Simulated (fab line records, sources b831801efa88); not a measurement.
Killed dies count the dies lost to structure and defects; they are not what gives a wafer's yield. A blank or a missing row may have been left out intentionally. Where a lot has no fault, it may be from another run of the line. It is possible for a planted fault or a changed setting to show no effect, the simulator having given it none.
Which of the tools did it? | flow sky130 | at 1 step of a route of 708, 6 lots with 18 wafers sampled

== WHAT THE GAUGES READ, wafer by wafer ==
SKY_METAL1_THK_MEAS_06: measures by xrf.
lot  | measured     | on            | METAL1_ALCU_THK (nm)
L446 | day 33 12:39 | film_metro-03 | 246 247 247
L450 | day 35 15:37 | film_metro-01 | 249 247 249
L452 | day 35 23:17 | film_metro-03 | 251 248 249
L455 | day 36 16:53 | film_metro-03 | 248 252 252
L460 | day 37 21:14 | film_metro-02 | 249 249 248
L464 | day 39 07:34 | film_metro-01 | 247 256 252

== EACH LOT AND THE TOOL THAT RAN IT (in order: tool; ch and the chambers of the sampled wafers; start) ==
There is no process step in the record ahead of these readings.

== THE ANSWER, worked out from the rows above alone ==
Rule: the lots themselves supply what counts as usual. Put in order of their means at a reading, lots are off if they are a third of the lots or fewer, leave a main group of 4 or more, and stand apart from it by a gap of 3 or more times the standard deviation of the main group's means; of several such gaps the widest counts. If all means in a main group match to the digits the tables above print for the reading, that group is not used. Also off: a lot with no number at a reading for which 4 or more lots have one. All remaining lots with rows at the step are treated as sound.
None of the lots is off at any reading shown; this tells nothing.

== WHAT WAS PUT IN BY THE SIMULATOR ==
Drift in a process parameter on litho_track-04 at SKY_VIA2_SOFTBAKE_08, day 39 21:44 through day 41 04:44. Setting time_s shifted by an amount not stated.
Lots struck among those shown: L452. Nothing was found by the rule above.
